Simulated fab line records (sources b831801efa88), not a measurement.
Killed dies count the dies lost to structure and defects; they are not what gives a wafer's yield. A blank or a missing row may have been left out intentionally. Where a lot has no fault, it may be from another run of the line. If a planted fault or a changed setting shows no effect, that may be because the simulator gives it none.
One fault seen from 2 desks :: flow sky130 :: only its own numbers are on each desk; what lay behind them is given at the end

TOOL OWNER'S DESK, rie_metal-04
The tool's own readings at SKY_METAL4_ETCH_16 (etches BARC in N2/H2, stops on SiO2, time 88.2 s, target depth 60 nm): means of the sampled wafers that have a number, for each lot that ran on this tool. The brackets show how far a lot's mean lies from the usual mean; more than 4 standard deviations puts the lot out of limits, marked OUT.
Columns: A = drypump_motor_current_A at SKY_METAL4_ETCH_16, usual 5.87 A; B = h2_flow_sccm at SKY_METAL4_ETCH_16, usual 199.9 sccm; C = n2_flow_sccm at SKY_METAL4_ETCH_16, usual 100.0 sccm; D = oes_product_au at SKY_METAL4_ETCH_16, usual 0.626 a.u.; E = run_length_s at SKY_METAL4_ETCH_16, usual 116.2 s; F = throttle_valve_pct at SKY_METAL4_ETCH_16, usual 13.206 %
lot: L907
first seen here: day 41 16:48
A: 5.78
B: 198.9
C: 100.1
D: 0.627
E: 115.7
F: 13.205

lot: L908
first seen here: day 42 05:26
A: 5.78
B: 200.0
C: 100.2
D: 0.621
E: 116.0
F: 13.210

lot: L909
first seen here: day 42 05:48
A: 5.80
B: 200.1
C: 99.9
D: 0.643
E: 112.0 (-10) OUT
F: 13.206

lot: L911
first seen here: day 42 23:15
A: 5.92
B: 200.1
C: 100.0
D: 0.647 (+4.8) OUT
E: 112.0 (-10) OUT
F: 13.208

lot: L913
first seen here: day 43 10:29
A: 5.79
B: 199.7
C: 99.8
D: 0.649 (+5.3) OUT
E: 112.1 (-9.8) OUT
F: 13.199

lot: L921
first seen here: day 46 18:56
A: 6.02
B: 199.9
C: 100.0
D: 0.626
E: 115.7
F: 13.210

lot: L925
first seen here: day 47 00:57
A: 5.91
B: 200.4
C: 100.1
D: 0.624
E: 116.0
F: 13.202
This desk's finding: out of limits on L909, L911, L913; first on L909, day 42 05:48 (run_length_s at SKY_METAL4_ETCH_16). Within limits: L907, L908, L921, L925.

THE METROLOGY DESK
Lot by lot, what the gauges showed, no matter which tool ran the lot: averages of those sampled wafers that carry a number. The brackets show how far a lot's mean lies from the usual mean; more than 4 standard deviations puts the lot out of limits, marked OUT.
Columns: A = VIA3_OVL at SKY_VIA3_OVL_MEAS_13, usual -2 nm; B = cd_nm at SKY_METAL4_CD_MEAS_13, usual 299.9 nm; C = VIA4_OVL at SKY_VIA4_OVL_MEAS_11, usual 0.2 nm
lot: L906
first seen here: day 39 06:54
A: 1
B: 298.7
C: 2.0

lot: L907
first seen here: day 39 15:49
A: -1
B: 299.1
C: 0.4

lot: L908
first seen here: day 40 04:30
A: -4
B: 301.0
C: 0.3

lot: L909
first seen here: day 40 05:08
A: 2
B: 300.5
C: -2.3

lot: L910
first seen here: day 40 12:06
A: -10
B: 300.3
C: 0.5

lot: L911
first seen here: day 40 23:05
A: -1
B: 298.5
C: 2.8

lot: L913
first seen here: day 41 09:05
A: -4
B: 298.5
C: 1.4

lot: L921
first seen here: day 44 22:44
A: -5
B: 301.9
C: -0.4

lot: L925
first seen here: day 45 06:25
A: -5
B: 298.4
C: -0.4

lot: L926
first seen here: day 45 08:23
A: -6
B: 297.8
C: 0.1

lot: L928
first seen here: day 45 12:38
A: -0
B: 302.8
C: -0.5

lot: L929
first seen here: day 45 18:26
A: -8
B: 298.6
C: -1.0
Result from this desk: across the 12 lots, nothing is out of limits.

ALL TOGETHER
The tool owner's desk could have raised an alarm at day 42 05:48, on L909, L911, L913.
At the metrology desk, nothing out of limits was observed.
The metrology desk holds a record of L909, L911, L913, inside its limits.
All the named lots went through SKY_METAL4_ETCH_16 on rie_metal-04.

WHAT HAD BEEN PUT IN BY THE SIMULATOR
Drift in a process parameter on rie_metal-04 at SKY_METAL4_ETCH_16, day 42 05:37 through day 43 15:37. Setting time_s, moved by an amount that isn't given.
Shown lots that were struck: L909, L911, L913.
Time in hours from fault onset to the first out-of-limits reading at each desk: the tool owner's desk, 0.
